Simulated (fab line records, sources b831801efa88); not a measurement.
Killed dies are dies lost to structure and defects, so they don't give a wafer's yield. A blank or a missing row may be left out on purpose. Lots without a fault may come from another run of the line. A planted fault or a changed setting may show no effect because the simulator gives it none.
fab line records | flow gf180mcu | part 1 of 2: steps 1 to 27 of 37
record lots=5 wafers=15 last_day=34
route steps=602 shown VT_IMPLANT@120 MVSD@136 NWELL@137 LVPWELL@138 MVPSD@139 DUAL_GATE@141
lots that met no fault: from a run of the same line without faults
start_h: hours from the record's first day to the start of the lot's first wafer shown | wait_h: hours since the lot's step before | " the same as in the row above | L1.1+2: a row that stands for several wafers | - no value, or no start given | * or withheld: withheld | < > ~ a bound
route shown NAME@n: a module of which the file shows steps, and the number in the route of the first | usual: mean/standard deviation of fault-free wafers | same: alike in all rows | chamber/n: place in a boat | sites: the reading at each site | _std_site: their standard deviation | _edge_site: outer sites' mean less inner sites' | radius_mm: how far each site lies from the wafer's centre | mask NAME#n: copy n | behind: the tool/chamber that last shaped the wafer | hold: why the lot was held/for how many hours/how that ended | device: the transistor (n, p or np) that didn't switch | end of line: the same wafers' tests at the end of the route | a step without rows: its recipe alone | killed: dies lost to structure and defects at the first sort, not the wafer's yield | map: a wafer's dies, x killed, . not, _ none there
set.NAME: the setting as run; set.NAME@STEP: as run at that earlier step | model.NAME: the simulator's own value behind a step, which no gauge read
lots at some steps of the route; a table a step, a row a wafer
services: from which hour (start_h, from the record's first day; less than 0 if before it) a tool's chamber was out of use, for how many hours, and why
## steps
# step GF_VT_IMPLANT_IMPLANT_30
# recipe species=B energy_kev=25 dose_cm2=2.534e+12 tilt_deg=7
# columns lot.wafer tool chamber start_h wait_h
L074.1+2+3 implanter-04 0 140.18 0.0
L077.2+3+4 implanter-01 0 161.24 0.0
L087.1+2+6 implanter-03 0 225.13 0.0
L095.1+2+6 implanter-01 0 280.72 0.0
L097.1+3+5 implanter-03 0 289.93 0.0
# step GF_VT_IMPLANT_STRIP_31
# recipe chemistry=O2/N2 power_w=1400 pressure_mtorr=1500 platen_temp_c=250 o2_flow_sccm=3000 n2_flow_sccm=300 overash_fraction=0.5
# usual drypump_motor_current_A=5.9/0.53 heater_power_w=350/32 n2_flow_sccm=299.9/0.86 oes_product_au=0.715/0.0045 strip_time_to_endpoint_s=12.61/0.033
# columns lot.wafer tool chamber start_h wait_h drypump_motor_current_A heater_power_w n2_flow_sccm oes_product_au rf_hours_counter_h strip_time_to_endpoint_s
L074.1 plasma_asher-01 1 140.33 0.1 5.6 398 300.7 0.713 51 12.64
L074.2 " 0 " " 6.3 335 299.5 0.712 51 12.64
L074.3 " 1 " " 5.6 406 299.4 0.704 - 12.66
L077.2 plasma_asher-01 0 161.36 0.1 6.4 328 298.6 0.704 54 12.64
L077.3 " 0 " " 6.4 331 298.9 0.721 - 12.67
L077.4 " 1 " " 5.6 390 300.2 0.713 - 12.66
L087.1 plasma_asher-01 0 225.28 0.1 6.4 335 299.7 0.718 61 12.61
L087.2 " 1 " " 5.6 400 300.9 0.712 61 12.59
L087.6 " 1 " " 5.6 395 300.4 0.713 - 12.62
L095.1 plasma_asher-03 1 280.87 0.1 6.6 333 298.2 0.716 60 12.60
L095.2 " 0 " " 6.1 328 300.8 0.713 60 12.59
L095.6 " 0 " " 6.1 324 300.7 0.713 - 12.61
L097.1 plasma_asher-02 0 290.08 0.1 5.3 320 299.2 0.717 12 12.57
L097.3 " 0 " " 5.3 315 298.8 0.717 - 12.59
L097.5 " 0 " " 5.4 314 300.5 0.715 - 12.57
# step GF_VT_IMPLANT_TW_MEAS_32
# usual VT_IMPLANT_3_TW=266.6/2.5
# columns lot.wafer tool chamber start_h wait_h VT_IMPLANT_3_TW
L074.1 film_metro-03 - 140.43 0.1 262.8
L074.2 " - " " 262.2
L074.3 " - " " 261.2
L077.2 film_metro-01 - 161.47 0.1 269.6
L077.3 " - " " 268.8
L077.4 " - " " 269.5
L087.1 film_metro-03 - 225.38 0.1 263.3
L087.2 " - " " 262.8
L087.6 " - " " 262.6
L095.1 film_metro-02 - 280.97 0.1 265.6
L095.2 " - " " 266.8
L095.6 " - " " 266.2
L097.1 film_metro-02 - 290.18 0.1 268.3
L097.3 " - " " 267.7
L097.5 " - " " 268.7
# step GF_VT_IMPLANT_DEHYDRATE_33
# recipe temp_c=200 time_s=60
# usual resist_line_temp_C=22.95/0.11
# same time_s=60
# columns lot.wafer tool chamber start_h wait_h resist_line_temp_C
L074.1 litho_track-01 0 146.98 6.5 23.13
L074.2 " 0 " " 22.89
L074.3 " 0 " " 23.18
L077.2 litho_track-03 0 168.57 7.1 22.92
L077.3 " 0 " " 22.92
L077.4 " 0 " " 23.02
L087.1 litho_track-01 0 233.43 8.0 23.03
L087.2 " 0 " " 23.01
L087.6 " 0 " " 23.01
L095.1 litho_track-02 0 290.19 9.2 22.99
L095.2 " 0 " " 23.06
L095.6 " 0 " " 22.89
L097.1 litho_track-03 0 299.65 9.5 22.87
L097.3 " 0 " " 22.77
L097.5 " 0 " " 22.89
# step GF_VT_IMPLANT_HMDS_34
# recipe prime_time_s=60 prime_temp_c=120
# usual resist_line_temp_C=23.00/0.11
# same prime_time_s=60
# columns lot.wafer tool chamber start_h wait_h resist_line_temp_C
L074.1 litho_track-01 0 147.13 0.1 23.07
L074.2 " 0 " " 23.04
L074.3 " 0 " " 22.94
L077.2 litho_track-03 0 168.72 0.1 23.02
L077.3 " 0 " " 23.13
L077.4 " 0 " " 23.15
L087.1 litho_track-01 0 233.58 0.1 22.94
L087.2 " 0 " " 22.92
L087.6 " 0 " " 22.90
L095.1 litho_track-02 0 290.34 0.1 22.88
L095.2 " 0 " " 22.81
L095.6 " 0 " " 22.91
L097.1 litho_track-03 0 299.80 0.1 23.20
L097.3 " 0 " " 23.13
L097.5 " 0 " " 23.11
# step GF_VT_IMPLANT_COAT_35
# recipe resist=NOVOLAK spin_rpm=3000 resist_thk_nm=1000
# usual resist_line_temp_C=22.99/0.094
# columns lot.wafer tool chamber start_h wait_h resist_line_temp_C
L074.1 litho_track-01 0 147.28 0.1 23.03
L074.2 " 0 " " 22.86
L074.3 " 0 " " 22.98
L077.2 litho_track-03 0 168.87 0.1 22.96
L077.3 " 0 " " 23.00
L077.4 " 0 " " 22.97
L087.1 litho_track-01 0 233.73 0.1 23.03
L087.2 " 0 " " 22.95
L087.6 " 0 " " 22.92
L095.1 litho_track-02 0 290.49 0.1 22.91
L095.2 " 0 " " 22.97
L095.6 " 0 " " 23.03
L097.1 litho_track-03 0 299.95 0.1 22.97
L097.3 " 0 " " 23.06
L097.5 " 0 " " 23.02
# step GF_VT_IMPLANT_SOFTBAKE_36
# recipe temp_c=90 time_s=60 resist=NOVOLAK
# usual resist_line_temp_C=23.00/0.12
# same time_s=60
# columns lot.wafer tool chamber start_h wait_h resist_line_temp_C
L074.1 litho_track-01 0 147.43 0.1 23.10
L074.2 " 0 " " 23.07
L074.3 " 0 " " 23.14
L077.2 litho_track-03 0 169.02 0.1 23.22
L077.3 " 0 " " 22.91
L077.4 " 0 " " 22.98
L087.1 litho_track-01 0 233.88 0.1 22.95
L087.2 " 0 " " 23.10
L087.6 " 0 " " 22.97
L095.1 litho_track-02 0 290.64 0.1 23.07
L095.2 " 0 " " 23.01
L095.6 " 0 " " 23.01
L097.1 litho_track-03 0 300.10 0.1 22.96
L097.3 " 0 " " 23.11
L097.5 " 0 " " 23.12
# step GF_VT_IMPLANT_EXPOSE_37
# recipe mask_id=Nwell_HV_AREA target_cd_nm=860 na=0.6 source_shape=conventional sigma_outer=0.6 dose_mj=140
# columns lot.wafer tool chamber start_h wait_h mask
L074.1+2+3 iline_stepper-01 0 - - Nwell_HV_AREA#0
L077.2+3+4 iline_stepper-02 0 - - Nwell_HV_AREA#0
L087.1+2+6 iline_stepper-02 0 - - Nwell_HV_AREA#0
L095.1+2+6 iline_stepper-02 0 - - Nwell_HV_AREA#0
L097.1+3+5 iline_stepper-02 0 - - Nwell_HV_AREA#0
# step GF_VT_IMPLANT_PEB_38
# recipe temp_c=withheld time_s=* resist=NOVOLAK
# usual resist_line_temp_C=*
# same time_s=*
# columns lot.wafer tool chamber start_h wait_h resist_line_temp_C
L074.1 litho_track-02 0 - - *
L074.2 " 0 " " *
L074.3 " 0 " " *
L077.2 litho_track-01 0 - - *
L077.3 " 0 " " *
L077.4 " 0 " " *
L087.1 litho_track-02 0 - - *
L087.2 " 0 " " *
L087.6 " 0 " " *
L095.1 litho_track-03 0 - - *
L095.2 " 0 " " *
L095.6 " 0 " " *
L097.1 litho_track-01 0 - - *
L097.3 " 0 " " *
L097.5 " 0 " " *
# step GF_VT_IMPLANT_DEVELOP_39
# recipe develop_time_s=60 dev_temp_c=23
# usual developer_temp_C=23.00/0.11 resist_line_temp_C=23.02/0.095
# columns lot.wafer tool chamber start_h wait_h developer_temp_C resist_line_temp_C
L074.1 litho_track-02 0 154.49 0.1 22.89 23.13
L074.2 " 0 " " 22.97 23.00
L074.3 " 0 " " 22.93 22.99
L077.2 litho_track-01 0 176.65 0.1 22.95 23.09
L077.3 " 0 " " 23.08 23.01
L077.4 " 0 " " 22.91 23.12
L087.1 litho_track-02 0 242.74 0.1 23.15 23.14
L087.2 " 0 " " 23.07 23.00
L087.6 " 0 " " 23.13 22.98
L095.1 litho_track-03 0 300.70 0.1 22.93 23.03
L095.2 " 0 " " 22.92 23.08
L095.6 " 0 " " 22.93 22.87
L097.1 litho_track-01 0 310.62 0.1 23.01 23.03
L097.3 " 0 " " 23.01 23.11
L097.5 " 0 " " 23.11 23.09
# step GF_VT_IMPLANT_OVL_MEAS_40
# usual VT_IMPLANT_03_OVL=-0.2/1.3
# columns lot.wafer tool chamber start_h wait_h VT_IMPLANT_03_OVL[nm]
L074.1 overlay-02 - 154.64 0.1 -1.7
L074.2 " - " " 0.2
L074.3 " - " " 0.3
L077.2 overlay-01 - 176.78 0.1 1.5
L077.3 " - " " 2.1
L077.4 " - " " -0.5
L087.1 overlay-01 - 242.89 0.1 -0.7
L087.2 " - " " 1.1
L087.6 " - " " -0.4
L095.1 overlay-01 - 300.85 0.1 0.5
L095.2 " - " " 1.0
L095.6 " - " " 2.1
L097.1 overlay-01 - 310.77 0.1 -1.0
L097.3 " - " " -1.8
L097.5 " - " " -2.7
# step GF_VT_IMPLANT_IMPLANT_41
# recipe species=As energy_kev=70 dose_cm2=1.013e+12 tilt_deg=7
# columns lot.wafer tool chamber start_h wait_h
L074.1+2+3 implanter-04 0 154.68 0.0
L077.2+3+4 implanter-03 0 176.84 0.0
L087.1+2+6 implanter-01 0 242.93 0.0
L095.1+2+6 implanter-04 0 300.88 0.0
L097.1+3+5 implanter-04 0 310.81 0.0
# step GF_VT_IMPLANT_STRIP_42
# recipe chemistry=O2/N2 power_w=1400 pressure_mtorr=1500 platen_temp_c=250 o2_flow_sccm=3000 n2_flow_sccm=300 overash_fraction=0.5
# usual drypump_motor_current_A=6.0/0.59 heater_power_w=339/24 n2_flow_sccm=300.0/0.83 oes_product_au=0.716/0.0041 strip_time_to_endpoint_s=12.61/0.036
# columns lot.wafer tool chamber start_h wait_h drypump_motor_current_A heater_power_w n2_flow_sccm oes_product_au rf_hours_counter_h strip_time_to_endpoint_s
L074.1 plasma_asher-03 0 154.83 0.1 6.1 325 298.7 0.718 48 12.54
L074.2 " 1 " " 6.7 334 300.6 0.717 48 12.56
L074.3 " 0 " " 6.1 331 300.1 0.719 - 12.56
L077.2 plasma_asher-02 0 176.96 0.1 5.3 318 299.6 0.714 3 12.61
L077.3 " 1 " " 5.0 336 300.3 0.722 - 12.61
L077.4 " 0 " " 5.3 316 301.1 0.712 - 12.64
L087.1 plasma_asher-03 0 243.08 0.1 6.1 327 300.2 0.712 56 12.66
L087.2 " 1 " " 6.7 336 299.9 0.717 56 12.64
L087.6 " 1 " " 6.7 333 300.4 0.720 - 12.62
L095.1 plasma_asher-03 1 301.03 0.1 6.7 340 298.7 0.714 63 12.64
L095.2 " 0 " " 6.1 336 299.8 0.716 63 12.60
L095.6 " 0 " " 6.1 324 300.5 0.714 - 12.63
L097.1 plasma_asher-01 1 310.96 0.1 5.6 404 300.6 0.719 71 12.57
L097.3 " 1 " " 5.6 409 300.4 0.716 - 12.55
L097.5 " 1 " " 5.6 409 299.9 0.715 - 12.53
# step GF_VT_IMPLANT_TW_MEAS_43
# usual VT_IMPLANT_4_TW=683/7.5
# columns lot.wafer tool chamber start_h wait_h VT_IMPLANT_4_TW
L074.1 film_metro-03 - 154.93 0.1 673
L074.2 " - " " 674
L074.3 " - " " 672
L077.2 film_metro-03 - 177.07 0.1 675
L077.3 " - " " 675
L077.4 " - " " 677
L087.1 film_metro-03 - 243.18 0.1 674
L087.2 " - " " 673
L087.6 " - " " 671
L095.1 film_metro-02 - 301.13 0.1 690
L095.2 " - " " 690
L095.6 " - " " 693
L097.1 film_metro-03 - 311.06 0.1 676
L097.3 " - " " 682
L097.5 " - " " 678
# step GF_VT_IMPLANT_CLEAN_44
# recipe chemistry=SC1/SC2 mix=1:4:20 temp_c=70 time_s=150 dry=n2_spin
# same time_s=150
# columns lot.wafer tool chamber start_h wait_h
L074.1+2+3 wet_bench-01 1 154.99 0.1
L077.2+3+4 wet_bench-04 1 177.12 0.0
L087.1+2+6 wet_bench-04 0 243.24 0.1
L095.1+2+6 wet_bench-03 2 301.19 0.1
L097.1+3+5 wet_bench-01 1 311.12 0.1
# step GF_VT_IMPLANT_RTA_45
# recipe temp_c=1050 time_s=30 ambient=N2
# usual lamp_power_pct=37.8/0.67 wafer_temp_C_max=1054.1/0.97
# same time_s=30
# columns lot.wafer tool chamber start_h wait_h lamp_power_pct wafer_temp_C_max
L074.1 rtp_anneal-02 0 155.04 0.0 37.0 1053.5
L074.2 " 0 " " 37.1 1054.1
L074.3 " 0 " " 37.0 1054.8
L077.2 rtp_anneal-01 0 177.19 0.0 38.4 1053.9
L077.3 " 0 " " 38.4 1054.3
L077.4 " 0 " " 38.4 1053.2
L087.1 rtp_anneal-01 0 243.29 0.0 38.4 1054.3
L087.2 " 0 " " 38.4 1054.5
L087.6 " 0 " " 38.4 1053.5
L095.1 rtp_anneal-02 0 301.24 0.0 37.0 1056.1
L095.2 " 0 " " 37.0 1054.5
L095.6 " 0 " " 37.0 1055.0
L097.1 rtp_anneal-02 0 311.17 0.0 37.0 1054.3
L097.3 " 0 " " 37.0 1053.6
L097.5 " 0 " " 37.0 1056.6
# step GF_VT_IMPLANT_RS_MEAS_46
# recipe thk_meas_gauge=four-point-probe
# usual MVSD_RS=456.1/1.1
# columns lot.wafer tool chamber start_h wait_h MVSD_RS[ohm/sq]
L074.1 film_metro-04 - 155.24 0.2 454.4
L074.2 " - " " 456.2
L074.3 " - " " 455.1
L077.2 film_metro-01 - 177.29 0.1 456.4
L077.3 " - " " 457.3
L077.4 " - " " 455.9
L087.1 film_metro-03 - 243.39 0.1 455.2
L087.2 " - " " 454.4
L087.6 " - " " 456.0
L095.1 film_metro-01 - 301.34 0.1 455.4
L095.2 " - " " 457.0
L095.6 " - " " 457.7
L097.1 film_metro-01 - 311.27 0.1 458.3
L097.3 " - " " 458.3
L097.5 " - " " 458.2
# step GF_VT_IMPLANT_RS_MEAS_47
# recipe thk_meas_gauge=four-point-probe
# usual NWELL_RS=487.5/1.5
# columns lot.wafer tool chamber start_h wait_h NWELL_RS[ohm/sq]
L074.1 film_metro-04 - 155.36 0.1 485.7
L074.2 " - " " 485.9
L074.3 " - " " 486.9
L077.2 film_metro-01 - 177.41 0.1 488.4
L077.3 " - " " 486.7
L077.4 " - " " 487.0
L087.1 film_metro-03 - 243.51 0.1 487.8
L087.2 " - " " 487.2
L087.6 " - " " 487.4
L095.1 film_metro-01 - 301.46 0.1 487.7
L095.2 " - " " 488.3
L095.6 " - " " 488.7
L097.1 film_metro-01 - 311.39 0.1 487.1
L097.3 " - " " 487.8
L097.5 " - " " 489.7
# step GF_VT_IMPLANT_RS_MEAS_48
# recipe thk_meas_gauge=four-point-probe
# usual LVPWELL_RS=1195/3.1
# columns lot.wafer tool chamber start_h wait_h LVPWELL_RS[ohm/sq]
L074.1 film_metro-04 - 155.48 0.1 1193
L074.2 " - " " 1193
L074.3 " - " " 1192
L077.2 film_metro-01 - 177.53 0.1 1192
L077.3 " - " " 1197
L077.4 " - " " 1192
L087.1 film_metro-03 - 243.63 0.1 1196
L087.2 " - " " 1197
L087.6 " - " " 1194
L095.1 film_metro-01 - 301.58 0.1 1194
L095.2 " - " " 1191
L095.6 " - " " 1192
L097.1 film_metro-01 - 311.51 0.1 1200
L097.3 " - " " 1194
L097.5 " - " " 1196
# step GF_VT_IMPLANT_RS_MEAS_49
# recipe thk_meas_gauge=four-point-probe
# usual MVPSD_RS=1167.9/3
# columns lot.wafer tool chamber start_h wait_h MVPSD_RS[ohm/sq]
L074.1 film_metro-04 - 155.60 0.1 1171.4
L074.2 " - " " 1164.6
L074.3 " - " " 1168.8
L077.2 film_metro-01 - 177.65 0.1 1170.8
L077.3 " - " " 1168.1
L077.4 " - " " 1169.6
L087.1 film_metro-03 - 243.75 0.1 1168.9
L087.2 " - " " 1166.2
L087.6 " - " " 1165.9
L095.1 film_metro-01 - 301.70 0.1 1171.7
L095.2 " - " " 1172.7
L095.6 " - " " 1173.7
L097.1 film_metro-01 - 311.63 0.1 1168.3
L097.3 " - " " 1168.9
L097.5 " - " " 1168.5
# step GF_VT_IMPLANT_WET_ETCH_50
# recipe chemistry=dHF target_depth_nm=20 target=SiO2 temp_c=25 dilution=100:1 time_s=400
# same time_s=400
# columns lot.wafer tool chamber start_h wait_h
L074.1+2+3 wet_bench-03 0 155.72 0.1
L077.2+3+4 wet_bench-03 2 177.75 0.1
L087.1+2+6 wet_bench-03 3 243.87 0.1
L095.1+2+6 wet_bench-01 1 301.82 0.1
L097.1+3+5 wet_bench-03 2 311.75 0.1
# step GF_DUAL_GATE_CLEAN_00
# recipe chemistry=SC1/SC2 mix=1:4:20 temp_c=70 time_s=150
# same time_s=150
# columns lot.wafer tool chamber start_h wait_h
L074.1+2+3 wet_bench-04 3 155.84 0.0
L077.2+3+4 wet_bench-01 1 177.88 0.0
L087.1+2+6 wet_bench-01 1 244.00 0.0
L095.1+2+6 wet_bench-04 2 301.94 0.0
L097.1+3+5 wet_bench-03 1 311.87 0.0
# step GF_DUAL_GATE_CLEAN_01
# recipe chemistry=dHF time_s=20 dilution=100:1 dry=ipa_marangoni
# same time_s=20
# columns lot.wafer tool chamber start_h wait_h
L074.1+2+3 wet_bench-03 0 155.90 0.0
L077.2+3+4 wet_bench-04 1 177.93 0.0
L087.1+2+6 wet_bench-04 0 244.05 0.0
L095.1+2+6 wet_bench-01 2 301.99 0.0
L097.1+3+5 wet_bench-03 2 311.92 0.0
# step GF_DUAL_GATE_OXIDATION_02
# recipe temp_c=900 ambient=O2 stabilise_s=600 purge_s=300 target_thk_a=108.87 ox_time_s=1602
# usual ox_temp_c=899.9/0.39
# same stabilise_s=600
# columns lot.wafer tool chamber start_h wait_h ox_temp_c
L074.1 furnace-01 0 156.51 0.6 900.0
L074.2 " 0 " " 900.1
L074.3 " 0 " " 900.3
L077.2 furnace-02 0 177.95 0.0 900.1
L077.3 " 0 " " 900.1
L077.4 " 0 " " 899.6
L087.1 furnace-02 0 244.06 0.0 899.8
L087.2 " 0 " " 900.6
L087.6 " 0 " " 899.7
L095.1 furnace-02 0 302.64 0.6 899.9
L095.2 " 0 " " 899.8
L095.6 " 0 " " 900.0
L097.1 furnace-02 0 317.72 5.8 899.6
L097.3 " 0 " " 900.0
L097.5 " 0 " " 899.3
# step GF_DUAL_GATE_THK_MEAS_03
# recipe reads=SiO2_of_DUAL_GATE_OXIDATION_02
# usual DUAL_GATE_OXIDATION_00_THK=10.92/0.19
# columns lot.wafer tool chamber start_h wait_h DUAL_GATE_OXIDATION_00_THK[nm]
L074.1 film_metro-02 - 157.96 0.0 10.63
L074.2 " - " " 10.64
L074.3 " - " " 10.56
L077.2 film_metro-01 - 179.40 0.0 10.78
L077.3 " - " " 10.74
L077.4 " - " " 10.78
L087.1 film_metro-04 - 245.50 0.0 10.94
L087.2 " - " " 11.01
L087.6 " - " " 10.87
L095.1 film_metro-04 - 304.09 0.0 10.93
L095.2 " - " " 10.63
L095.6 " - " " 10.73
L097.1 film_metro-01 - 319.16 0.0 11.14
L097.3 " - " " 10.98
L097.5 " - " " 11.24
# step GF_DUAL_GATE_DEHYDRATE_04
# recipe temp_c=200 time_s=60
# usual resist_line_temp_C=22.97/0.11
# same time_s=60
# columns lot.wafer tool chamber start_h wait_h resist_line_temp_C
L074.1 litho_track-03 0 164.75 6.8 22.96
L074.2 " 0 " " 22.99
L074.3 " 0 " " 22.95
L077.2 litho_track-04 0 186.52 7.1 23.07
L077.3 " 0 " " 23.05
L077.4 " 0 " " 23.03
L087.1 litho_track-02 0 254.09 8.6 23.15
L087.2 " 0 " " 23.07
L087.6 " 0 " " 23.05
L095.1 litho_track-02 0 313.89 9.8 22.93
L095.2 " 0 " " 22.76
L095.6 " 0 " " 22.77
L097.1 litho_track-02 0 328.94 9.8 22.95
L097.3 " 0 " " 22.89
L097.5 " 0 " " 22.92
# step GF_DUAL_GATE_HMDS_05
# recipe prime_time_s=60 prime_temp_c=120
# usual resist_line_temp_C=23.00/0.12
# same prime_time_s=60
# columns lot.wafer tool chamber start_h wait_h resist_line_temp_C
L074.1 litho_track-03 0 164.90 0.1 22.85
L074.2 " 0 " " 22.88
L074.3 " 0 " " 22.97
L077.2 litho_track-04 0 186.67 0.1 22.90
L077.3 " 0 " " 22.86
L077.4 " 0 " " 22.92
L087.1 litho_track-02 0 254.24 0.1 23.10
L087.2 " 0 " " 23.03
L087.6 " 0 " " 22.86
L095.1 litho_track-02 0 314.04 0.1 22.95
L095.2 " 0 " " 23.10
L095.6 " 0 " " 23.10
L097.1 litho_track-02 0 329.09 0.1 22.92
L097.3 " 0 " " 22.85
L097.5 " 0 " " 23.00
